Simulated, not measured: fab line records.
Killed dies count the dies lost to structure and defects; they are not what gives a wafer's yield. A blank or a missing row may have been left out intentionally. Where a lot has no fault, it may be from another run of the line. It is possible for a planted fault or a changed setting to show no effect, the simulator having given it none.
fab line records ; flow gf180mcu
[record] lots = 15; wafers = 45; last-day = 34
route steps=602 shown MIM@511 M5@536 V5@542
lots untouched by any fault: they come from a run of this same line in which no faults occurred
start-h: hours from the record's opening day to when the first of the lot's shown wafers began ; wait-h: how many hours have passed since the lot's step before this one ; " same as the row above ; L1.1+2: a single row standing in for several wafers ; - no value, or no start given ; * or withheld: withheld ; < > ~ a bound
route shown NAME@n: names a module that has steps shown in the file, with the first one's number in the route ; usual: average and standard deviation across the fault-free wafers ; same: alike in all rows ; chamber/n: place in a boat ; sites: readings site by site ; _std_site: their standard deviation ; _edge_site: the outer-site mean with the inner-site mean subtracted ; radius-mm: for every site, how far away it sits from the centre of the wafer ; mask NAME#n: copy n ; behind: the tool/chamber that last shaped the wafer ; hold: why the lot went on hold/how many hours it stayed there/how the hold came to an end ; device: which transistor (n, p or np) failed to switch ; end of line: the route-end tests of the same wafers ; a step with no rows: only its recipe ; killed: not the wafer's yield, but the dies lost to structure and defects at the first sort ; map: dies across one wafer; x = killed, . = not, _ = none there
set.NAME: setting as actually run; set.NAME@STEP: the setting as run at that earlier step ; model.NAME: the simulator's own value behind a step, which no gauge read
route steps across a sampled set of lots; one table per step, one row per wafer
services: a tool's chamber out of use, with start hour (start-h, from the record's first day; less than 0 if before it), hours out, and reason
[[steps]]
[step GF_MIM_SPUTTER_08]
[recipe] material = AlCu; target-thk-nm = 200; power-w = 10600; time-s = 10.6; chamber-pressure-pa = 0.4
[usual] throttle-valve-pct = 30.1/0.95
lot.wafer;tool;chamber;start-h;wait-h;throttle-valve-pct
L374.2;pvd-sputter-04;-;557.46;0.0;28.9
L374.3;pvd-sputter-04;-;557.46;0.0;31.1
L374.6;pvd-sputter-04;-;557.46;0.0;31.1
L375.1;pvd-sputter-02;-;578.51;0.0;30.2
L375.4;pvd-sputter-02;-;578.51;0.0;28.6
L375.5;pvd-sputter-02;-;578.51;0.0;29.1
L377.1;pvd-sputter-04;-;595.40;0.0;28.9
L377.2;pvd-sputter-04;-;595.40;0.0;30.9
L377.3;pvd-sputter-04;-;595.40;0.0;31.1
L378.2;pvd-sputter-04;-;601.48;0.0;30.9
L378.3;pvd-sputter-04;-;601.48;0.0;30.1
L378.4;pvd-sputter-04;-;601.48;0.0;29.1
L380.1;pvd-sputter-04;-;622.63;0.0;31.1
L380.2;pvd-sputter-04;-;622.63;0.0;30.3
L380.6;pvd-sputter-04;-;622.63;0.0;30.3
L387.1;pvd-sputter-04;-;663.50;0.0;31.0
L387.2;pvd-sputter-04;-;663.50;0.0;31.0
L387.4;pvd-sputter-04;-;663.50;0.0;30.2
L388.2;pvd-sputter-04;-;670.90;0.0;31.0
L388.3;pvd-sputter-04;-;670.90;0.0;28.9
L388.5;pvd-sputter-04;-;670.90;0.0;30.4
L389.1;pvd-sputter-02;-;679.06;0.0;29.0
L389.2;pvd-sputter-02;-;679.06;0.0;28.6
L389.4;pvd-sputter-02;-;679.06;0.0;29.6
L390.1;pvd-sputter-04;-;685.89;0.0;28.8
L390.5;pvd-sputter-04;-;685.89;0.0;30.9
L390.6;pvd-sputter-04;-;685.89;0.0;28.7
L392.2;pvd-sputter-04;-;696.28;0.0;31.1
L392.5;pvd-sputter-04;-;696.28;0.0;31.1
L392.6;pvd-sputter-04;-;696.28;0.0;28.8
L393.1;pvd-sputter-04;-;702.85;0.0;31.2
L393.3;pvd-sputter-04;-;702.85;0.0;30.2
L393.4;pvd-sputter-04;-;702.85;0.0;31.2
L394.2;pvd-sputter-04;-;712.25;0.0;30.8
L394.3;pvd-sputter-04;-;712.25;0.0;30.3
L394.5;pvd-sputter-04;-;712.25;0.0;31.2
L395.2;pvd-sputter-04;-;718.55;0.0;30.2
L395.3;pvd-sputter-04;-;718.55;0.0;30.8
L395.5;pvd-sputter-04;-;718.55;0.0;29.1
L396.3;pvd-sputter-02;-;722.02;0.0;30.8
L396.4;pvd-sputter-02;-;722.02;0.0;29.8
L396.6;pvd-sputter-02;-;722.02;0.0;29.9
L397.2;pvd-sputter-04;-;733.36;0.0;28.9
L397.3;pvd-sputter-04;-;733.36;0.0;30.9
L397.4;pvd-sputter-04;-;733.36;0.0;30.2
[step GF_MIM_METAL_ETCH_19]
[recipe] chemistry = Cl2/BCl3; mask-material = NOVOLAK; stop-on = Si3N4; target-depth-nm = 324.5; pressure-mtorr = 8; icp-w = 800; bias-w = 140; Cl2_flow_sccm = 80; bcl3-flow-sccm = 40; time-s = 54.1
[usual] bcl3-flow-sccm = 40.01/0.12; bias-w = 140.0/0.44; drypump-motor-current-A = 6.0/0.42; he-backside-leak-sccm = 3.4/0.37; mfc-cl2-sccm = 80.01/0.24; oes-product-au = 0.941/0.0069; rf-fwd-power-W = 792/3.6; throttle-valve-pct = 28.284/0.011
lot.wafer;tool;chamber;start-h;wait-h;bcl3-flow-sccm;bias-w;drypump-motor-current-A;he-backside-leak-sccm;mfc-cl2-sccm;oes-product-au;rf-fwd-power-W;rf-hours-counter-h;throttle-valve-pct
L374.2;rie-metal-03;0;579.30;0.1;40.15;139.7;6.4;3.4;79.86;0.945;793;7;28.289
L374.3;rie-metal-03;0;579.30;0.1;40.10;139.8;6.4;3.4;79.65;0.941;794;-;28.273
L374.6;rie-metal-03;1;579.30;0.1;40.08;140.0;5.5;3.7;80.20;0.943;792;-;28.275
L375.1;rie-metal-03;1;599.45;0.1;40.07;140.7;5.5;3.5;79.97;0.952;787;1;28.279
L375.4;rie-metal-03;1;599.45;0.1;39.91;140.5;5.5;5.1;79.86;0.946;788;-;28.278
L375.5;rie-metal-03;1;599.45;0.1;39.93;139.8;5.5;3.5;80.03;0.943;788;-;28.274
L377.1;rie-metal-03;0;615.90;0.1;40.15;139.6;6.4;3.3;79.57;0.940;797;7;28.289
L377.2;rie-metal-03;1;615.90;0.1;40.00;140.0;5.5;3.5;79.70;0.937;785;2;28.291
L377.3;rie-metal-03;1;615.90;0.1;40.07;139.9;5.5;3.5;80.05;0.945;789;-;28.294
L378.2;rie-metal-03;0;621.85;0.1;39.92;140.0;6.4;3.6;79.75;0.935;796;8;28.290
L378.3;rie-metal-03;0;621.85;0.1;40.07;139.9;6.4;3.6;79.76;0.931;792;-;28.292
L378.4;rie-metal-03;1;621.85;0.1;39.90;140.7;5.5;3.6;80.06;0.935;788;-;28.299
L380.1;rie-metal-03;1;642.85;0.1;39.96;140.0;5.5;3.5;80.28;0.945;787;2;28.281
L380.2;rie-metal-03;0;642.85;0.1;39.99;139.1;6.4;3.6;80.12;0.950;794;8;28.301
L380.6;rie-metal-03;0;642.85;0.1;39.86;139.6;6.4;3.5;79.77;0.933;794;-;28.297
L387.1;rie-metal-02;1;682.70;0.1;40.10;139.9;6.1;3.0;80.04;0.940;793;7;28.303
L387.2;rie-metal-02;0;682.70;0.1;40.00;139.7;6.3;3.4;79.64;0.939;791;10;28.286
L387.4;rie-metal-02;0;682.70;0.1;39.90;140.5;6.4;3.4;79.83;0.924;795;-;28.277
L388.2;rie-metal-02;1;690.30;0.1;40.02;140.8;6.1;3.2;80.22;0.947;794;8;28.281
L388.3;rie-metal-02;0;690.30;0.1;39.93;140.1;6.4;3.4;80.02;0.944;795;-;28.262
L388.5;rie-metal-02;1;690.30;0.1;40.01;139.8;6.1;3.3;80.61;0.940;795;-;28.281
L389.1;rie-metal-03;0;698.08;0.1;40.18;140.6;6.4;3.4;80.27;0.947;797;10;28.278
L389.2;rie-metal-03;1;698.08;0.1;39.97;140.8;5.5;3.6;80.14;0.953;793;4;28.293
L389.4;rie-metal-03;0;698.08;0.1;40.00;140.5;6.4;3.4;80.00;0.947;796;-;28.280
L390.1;rie-metal-04;0;704.35;0.1;40.02;140.7;6.3;3.5;80.21;0.937;794;2;28.294
L390.5;rie-metal-04;1;704.35;0.1;40.14;141.1;5.5;3.4;79.61;0.949;795;-;28.272
L390.6;rie-metal-04;0;704.35;0.1;39.96;140.6;6.3;3.4;79.85;0.944;792;-;28.281
L392.2;rie-metal-02;0;714.78;0.1;40.00;139.8;6.4;3.4;80.14;0.946;793;12;28.276
L392.5;rie-metal-02;0;714.78;0.1;39.94;140.1;6.4;3.3;80.02;0.936;794;-;28.296
L392.6;rie-metal-02;1;714.78;0.1;40.16;140.4;6.1;3.3;80.19;0.940;792;-;28.290
L393.1;rie-metal-04;0;720.20;0.1;39.88;140.8;6.3;3.5;79.86;0.960;787;3;28.280
L393.3;rie-metal-04;0;720.20;0.1;39.90;140.0;6.3;3.5;79.86;0.950;788;-;28.278
L393.4;rie-metal-04;1;720.20;0.1;40.01;140.0;5.4;3.3;79.97;0.947;797;-;28.263
L394.2;rie-metal-03;0;730.70;0.1;40.23;140.2;6.4;3.5;80.39;0.939;797;11;28.285
L394.3;rie-metal-03;0;730.70;0.1;40.10;140.4;6.4;3.5;80.25;0.939;798;-;28.272
L394.5;rie-metal-03;0;730.70;0.1;40.01;139.2;6.4;3.4;80.45;0.938;797;-;28.273
L395.2;rie-metal-03;0;736.15;0.1;40.04;139.6;6.4;3.6;79.71;0.937;796;11;28.285
L395.3;rie-metal-03;1;736.15;0.1;40.18;140.3;5.5;3.6;80.25;0.943;787;-;28.287
L395.5;rie-metal-03;1;736.15;0.1;40.08;140.5;5.5;3.6;79.89;0.938;784;-;28.284
L396.3;rie-metal-03;0;739.62;0.1;39.88;139.5;6.4;3.5;80.05;0.934;794;-;28.290
L396.4;rie-metal-03;1;739.62;0.1;40.09;139.7;5.5;3.5;79.94;0.948;788;-;28.298
L396.6;rie-metal-03;0;739.62;0.1;39.87;139.9;6.4;3.6;79.89;0.933;793;-;28.304
L397.2;rie-metal-03;1;749.40;0.1;39.94;140.4;5.5;3.6;80.05;0.934;787;6;28.303
L397.3;rie-metal-03;1;749.40;0.1;39.92;140.2;5.5;6.6;79.97;0.942;790;-;28.287
L397.4;rie-metal-03;0;749.40;0.1;40.04;140.1;6.4;3.4;80.08;0.939;795;-;28.289
[step GF_M5_METAL_ETCH_10]
[recipe] chemistry = Cl2/BCl3; mask-material = KrF; target-depth-nm = 627.5; stop-on = SiO2; pressure-mtorr = 8; icp-w = 822.7; bias-w = 140; Cl2_flow_sccm = 80; bcl3-flow-sccm = 40; time-s = 104.6
[usual] bcl3-flow-sccm = 39.99/0.12; bias-w = 140.1/0.41; drypump-motor-current-A = 6.0/0.3; he-backside-leak-sccm = 3.40/0.19; mfc-cl2-sccm = 80.00/0.21; oes-product-au = 0.971/0.0073; rf-fwd-power-W = 818/3.1; throttle-valve-pct = 28.250/0.011
lot.wafer;tool;chamber;start-h;wait-h;bcl3-flow-sccm;bias-w;drypump-motor-current-A;he-backside-leak-sccm;mfc-cl2-sccm;oes-product-au;rf-fwd-power-W;rf-hours-counter-h;throttle-valve-pct
L374.2;rie-metal-01;0;600.77;0.0;40.00;139.7;5.7;3.62;79.82;0.972;818;-;28.258
L374.3;rie-metal-01;0;600.77;0.0;39.85;140.4;5.7;3.68;80.19;0.972;814;-;28.262
L374.6;rie-metal-01;0;600.77;0.0;40.12;139.7;5.7;3.56;79.69;0.973;815;-;28.269
L375.1;rie-metal-03;0;619.98;0.0;40.08;139.6;6.4;3.42;80.22;0.982;820;8;28.241
L375.4;rie-metal-03;1;619.98;0.0;40.24;140.3;5.5;3.66;79.96;0.984;816;-;28.243
L375.5;rie-metal-03;1;619.98;0.0;40.08;141.0;5.5;3.62;79.88;0.976;812;-;28.235
L377.1;rie-metal-02;0;637.09;0.0;-;-;-;-;-;-;-;-;-
L377.2;rie-metal-02;1;637.09;0.0;-;-;-;-;-;-;-;-;-
L377.3;rie-metal-02;1;637.09;0.0;-;-;-;-;-;-;-;-;-
L378.2;rie-metal-02;0;642.11;0.0;-;-;-;-;-;-;-;-;-
L378.3;rie-metal-02;1;642.11;0.0;-;-;-;-;-;-;-;-;-
L378.4;rie-metal-02;0;642.11;0.0;-;-;-;-;-;-;-;-;-
L380.1;rie-metal-01;0;663.09;0.0;-;-;-;-;-;-;-;-;-
L380.2;rie-metal-01;1;663.09;0.0;-;-;-;-;-;-;-;-;-
L380.6;rie-metal-01;0;663.09;0.0;-;-;-;-;-;-;-;-;-
L387.1;rie-metal-02;0;702.58;0.0;39.95;139.9;6.3;3.22;79.51;0.966;814;11;28.253
L387.2;rie-metal-02;1;702.58;0.0;40.26;139.9;6.1;2.79;79.87;0.970;822;8;28.243
L387.4;rie-metal-02;0;702.58;0.0;40.02;140.0;6.4;3.30;79.75;0.964;816;-;28.234
L388.2;rie-metal-01;1;709.19;0.0;40.10;140.1;5.9;3.45;80.11;0.971;816;4;28.242
L388.3;rie-metal-01;0;709.19;0.0;39.86;139.9;5.8;3.53;80.12;0.965;823;-;28.252
L388.5;rie-metal-01;1;709.19;0.0;40.02;140.4;6.0;3.38;80.10;0.967;815;-;28.245
L389.1;rie-metal-02;0;716.89;0.0;40.03;140.2;6.3;3.38;80.12;0.967;818;12;28.259
L389.2;rie-metal-02;1;716.89;0.0;40.01;140.1;6.1;3.25;80.43;0.968;820;9;28.241
L389.4;rie-metal-02;1;716.89;0.0;39.89;140.2;6.1;3.27;80.09;0.962;820;-;28.257
L390.1;rie-metal-02;0;722.48;0.0;39.96;140.4;6.3;3.45;80.34;0.972;821;12;28.237
L390.5;rie-metal-02;0;722.48;0.0;40.14;138.9;6.4;3.36;80.37;0.972;823;-;28.258
L390.6;rie-metal-02;1;722.48;0.0;40.09;140.3;6.1;3.24;79.77;0.966;823;-;28.252
L392.2;rie-metal-03;0;733.96;0.0;39.95;139.3;6.4;3.28;80.11;0.975;818;11;28.270
L392.5;rie-metal-03;1;733.96;0.0;39.90;140.2;5.5;3.57;79.89;0.963;817;-;28.257
L392.6;rie-metal-03;0;733.96;0.0;40.08;139.7;6.4;3.36;80.06;0.987;822;-;28.230
L393.1;rie-metal-02;1;738.88;0.0;39.99;139.9;6.1;3.03;80.45;0.962;816;10;28.237
L393.3;rie-metal-02;0;738.88;0.0;39.92;139.2;6.4;3.59;80.32;0.982;818;-;28.243
L393.4;rie-metal-02;1;738.88;0.0;39.92;140.4;6.1;3.14;80.33;0.960;821;-;28.252
L394.2;rie-metal-03;0;747.73;0.0;39.83;140.6;6.4;3.41;79.61;0.969;819;11;28.225
L394.3;rie-metal-03;0;747.73;0.0;39.75;139.8;6.4;3.43;79.97;0.974;820;-;28.251
L394.5;rie-metal-03;1;747.73;0.0;39.86;140.1;5.5;3.56;80.22;0.963;824;-;28.237
L395.2;rie-metal-01;1;753.26;0.0;39.98;139.8;6.0;3.51;80.00;0.967;820;6;28.242
L395.3;rie-metal-01;1;753.26;0.0;39.91;140.2;6.0;3.52;80.18;0.975;821;-;28.252
L395.5;rie-metal-01;0;753.26;0.0;40.06;140.1;5.7;3.46;79.57;0.972;818;-;28.260
L396.3;rie-metal-03;1;756.08;0.0;40.03;140.8;5.5;3.59;79.96;0.960;813;-;28.254
L396.4;rie-metal-03;0;756.08;0.0;40.03;140.6;6.4;3.54;80.11;0.978;823;-;28.244
L396.6;rie-metal-03;0;756.08;0.0;39.92;140.2;6.4;3.44;80.17;0.972;824;-;28.232
L397.2;rie-metal-02;1;766.66;0.0;39.94;140.4;6.1;3.02;80.14;0.962;818;11;28.263
L397.3;rie-metal-02;1;766.66;0.0;39.93;140.6;6.1;2.96;79.92;0.962;823;-;28.258
L397.4;rie-metal-02;0;766.66;0.0;40.05;140.7;6.3;3.21;79.91;0.974;816;-;28.267
[step GF_M5_STRIP_11]
[recipe] chemistry = O2/N2; power-w = 1400; pressure-mtorr = 1500; platen-temp-c = 250; o2-flow-sccm = 3000; n2-flow-sccm = 300; overash-fraction = 0.5
[usual] drypump-motor-current-A = 5.9/0.31; heater-power-w = 327/45; oes-product-au = 0.540/0.0047; strip-time-to-endpoint-s = 7.46/0.039
lot.wafer;tool;chamber;start-h;wait-h;drypump-motor-current-A;heater-power-w;oes-product-au;rf-hours-counter-h;strip-time-to-endpoint-s
L374.2;plasma-asher-01;1;600.95;0.1;5.7;357;0.542;85;7.44
L374.3;plasma-asher-01;1;600.95;0.1;5.7;351;0.542;-;7.47
L374.6;plasma-asher-01;1;600.95;0.1;5.7;361;0.536;-;7.47
L375.1;plasma-asher-03;1;620.09;0.1;6.3;348;0.544;100;7.44
L375.4;plasma-asher-03;1;620.09;0.1;6.3;361;0.545;-;7.49
L375.5;plasma-asher-03;1;620.09;0.1;6.3;357;0.539;-;7.54
L377.1;plasma-asher-02;0;637.20;0.1;6.5;284;0.640;50;9.97
L377.2;plasma-asher-02;1;637.20;0.1;5.6;327;0.640;50;9.94
L377.3;plasma-asher-02;0;637.20;0.1;6.4;290;0.645;-;9.96
L378.2;plasma-asher-01;1;642.23;0.1;5.7;353;0.639;90;9.94
L378.3;plasma-asher-01;1;642.23;0.1;5.7;360;0.640;-;9.93
L378.4;plasma-asher-01;0;642.23;0.1;5.9;251;0.652;-;9.92
L380.1;plasma-asher-03;0;663.20;0.1;5.6;365;0.643;104;9.93
L380.2;plasma-asher-03;1;663.20;0.1;6.3;362;0.646;104;9.91
L380.6;plasma-asher-03;1;663.20;0.1;6.3;362;0.638;-;9.91
L387.1;plasma-asher-03;0;702.69;0.1;5.6;357;0.540;109;7.51
L387.2;plasma-asher-03;1;702.69;0.1;6.3;358;0.544;109;7.55
L387.4;plasma-asher-03;0;702.69;0.1;5.6;359;0.543;-;7.53
L388.2;plasma-asher-01;1;709.30;0.1;5.7;354;0.532;97;7.46
L388.3;plasma-asher-01;0;709.30;0.1;5.8;246;0.543;-;7.48
L388.5;plasma-asher-01;0;709.30;0.1;5.8;246;0.542;-;7.45
L389.1;plasma-asher-01;0;717.00;0.1;5.8;247;0.536;98;7.46
L389.2;plasma-asher-01;1;717.00;0.1;5.7;367;0.546;98;7.51
L389.4;plasma-asher-01;1;717.00;0.1;5.7;354;0.541;-;7.51
L390.1;plasma-asher-02;0;722.59;0.1;6.4;285;0.537;59;7.43
L390.5;plasma-asher-02;0;722.59;0.1;6.4;286;0.539;-;7.44
L390.6;plasma-asher-02;1;722.59;0.1;5.6;324;0.545;-;7.43
L392.2;plasma-asher-01;0;734.08;0.1;5.8;248;0.538;100;7.43
L392.5;plasma-asher-01;0;734.08;0.1;5.8;245;0.544;-;7.49
L392.6;plasma-asher-01;1;734.08;0.1;5.7;357;0.547;-;7.47
L393.1;plasma-asher-02;1;738.99;0.1;5.6;323;0.532;61;7.40
L393.3;plasma-asher-02;0;738.99;0.1;6.5;295;0.548;-;7.39
L393.4;plasma-asher-02;1;738.99;0.1;5.6;321;0.534;-;7.40
L394.2;plasma-asher-03;1;747.84;0.1;6.3;366;0.538;0;7.45
L394.3;plasma-asher-03;0;747.84;0.1;5.6;349;0.540;-;7.39
L394.5;plasma-asher-03;0;747.84;0.1;5.6;361;0.536;-;7.47
L395.2;plasma-asher-01;0;753.37;0.1;5.8;250;0.539;102;7.46
L395.3;plasma-asher-01;0;753.37;0.1;5.8;249;0.536;-;7.47
L395.5;plasma-asher-01;0;753.37;0.1;5.8;241;0.548;-;7.47
L396.3;plasma-asher-03;0;756.18;0.1;5.7;362;0.543;-;7.54
L396.4;plasma-asher-03;1;756.18;0.1;6.3;358;0.546;-;7.48
L396.6;plasma-asher-03;0;756.18;0.1;5.7;351;0.549;-;7.50
L397.2;plasma-asher-01;1;766.78;0.1;5.7;350;0.538;104;7.47
L397.3;plasma-asher-01;1;766.78;0.1;5.7;360;0.546;-;7.46
L397.4;plasma-asher-01;0;766.78;0.1;5.9;255;0.547;-;7.52
[step GF_V5_CVD_02]
[recipe] material = SiO2; target-thk-nm = 1450; precursor = TEOS; temp-c = 400; time-s = 163.28; rf-w = 600
[usual] heater-power-w = 704/100; rf-fwd-power-W = 597.5/2
lot.wafer;tool;chamber;start-h;wait-h;heater-power-w;rf-fwd-power-W
L374.2;pecvd-01;2;601.59;0.0;725;597.9
L374.3;pecvd-01;0;601.59;0.0;678;596.7
L374.6;pecvd-01;2;601.59;0.0;667;599.5
L375.1;pecvd-01;2;621.13;0.1;805;597.1
L375.4;pecvd-01;0;621.13;0.1;678;599.1
L375.5;pecvd-01;2;621.13;0.1;664;595.8
L387.1;pecvd-01;2;703.33;0.1;779;597.6
L387.2;pecvd-01;0;703.33;0.1;848;598.1
L387.4;pecvd-01;0;703.33;0.1;691;596.8
L388.2;pecvd-01;1;709.94;0.0;719;595.6
L388.3;pecvd-01;2;709.94;0.0;812;598.1
L388.5;pecvd-01;0;709.94;0.0;867;596.8
L389.1;pecvd-03;2;717.65;0.1;731;598.5
L389.2;pecvd-03;0;717.65;0.1;612;600.6
L389.4;pecvd-03;0;717.65;0.1;676;599.8
L390.1;pecvd-01;0;723.26;0.1;869;599.0
L390.5;pecvd-01;0;723.26;0.1;664;599.2
L390.6;pecvd-01;2;723.26;0.1;767;598.6
L392.2;pecvd-01;2;734.71;0.0;777;597.0
L392.5;pecvd-01;2;734.71;0.0;659;600.3
L392.6;pecvd-01;1;734.71;0.0;669;598.0
L393.1;pecvd-03;2;739.63;0.1;660;599.3
L393.3;pecvd-03;1;739.63;0.1;747;598.3
L393.4;pecvd-03;2;739.63;0.1;714;599.6
L394.2;pecvd-01;0;748.51;0.0;767;596.6
L394.3;pecvd-01;2;748.51;0.0;754;598.0
L394.5;pecvd-01;2;748.51;0.0;827;595.9
L395.2;pecvd-03;2;754.11;0.0;749;597.8
L395.3;pecvd-03;1;754.11;0.0;669;598.3
L395.5;pecvd-03;2;754.11;0.0;596;600.1
L396.3;pecvd-02;1;756.79;0.0;550;595.3
L396.4;pecvd-02;2;756.79;0.0;565;599.1
L396.6;pecvd-02;1;756.79;0.0;618;600.4
L397.2;pecvd-01;1;767.50;0.0;792;596.8
L397.3;pecvd-01;2;767.50;0.0;767;597.0
L397.4;pecvd-01;0;767.50;0.0;692;594.8
[[services]]
tool;chamber;start-h;hours;kind
rie-metal-04;1;546.72;37.6;repair
pecvd-01;2;555.50;6.0;repair
rie-metal-01;-;562.64;1.3;repair
rie-metal-03;-;568.60;2.8;pm
pvd-sputter-04;-;570.96;2.2;repair
plasma-asher-03;-;586.01;2.2;repair
pecvd-02;-;591.12;14.0;pm
rie-metal-02;1;591.47;3.8;repair
rie-metal-04;-;592.78;0.7;repair
pecvd-01;1;594.35;26.5;repair
rie-metal-02;-;608.14;0.5;repair
plasma-asher-02;-;627.87;9.3;repair
pecvd-01;-;633.16;3.1;repair
plasma-asher-02;-;639.68;5.9;repair
pecvd-01;-;645.74;0.8;pm
rie-metal-03;-;648.67;14.6;pm
pecvd-03;2;664.98;13.3;repair
pvd-sputter-02;-;684.61;17.5;repair
rie-metal-03;-;709.01;4.0;pm
pecvd-03;-;721.59;5.5;pm
plasma-asher-03;-;733.75;9.0;pm
pvd-sputter-02;-;740.81;19.7;repair
plasma-asher-01;-;743.85;1.8;repair
plasma-asher-01;-;747.51;1.2;repair
[[key]]
[first-sign] step = GF_M5_METAL_ETCH_10; reading = tool-record; direction = missing
[effect] step = GF_M5_STRIP_11; reading = strip-time-to-endpoint-s; direction = up; sigmas = 63; usual = *; struck = *
met-at GF_M5_METAL_ETCH_10
struck-lots L377,L378,L380
later-rows-left-out L377.1,L377.2,L377.3,L378.2,L378.3,L378.4,L380.1,L380.2,L380.6
sort-left-out L377.1,L377.2,L377.3,L378.2,L378.3,L378.4,L380.1,L380.2,L380.6
not-acting-at GF_MIM_SPUTTER_08,GF_MIM_METAL_ETCH_19,GF_V5_CVD_02
onset-between 600.77 637.09
[fault] kind = skipped-step-whole; tool = rie-metal-01,rie-metal-02; chamber = -; onset-h = 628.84; steps = GF_M5_METAL_ETCH_10; scope = struck-lots-only
// sort-left-out: the simulated sort isn't trusted on such a fault, so these wafers' sort isn't shown, and their yield isn't known
// later-rows-left-out: the simulator's readings of these wafers behind a module that went badly wrong aren't trusted and aren't shown, but for the sort
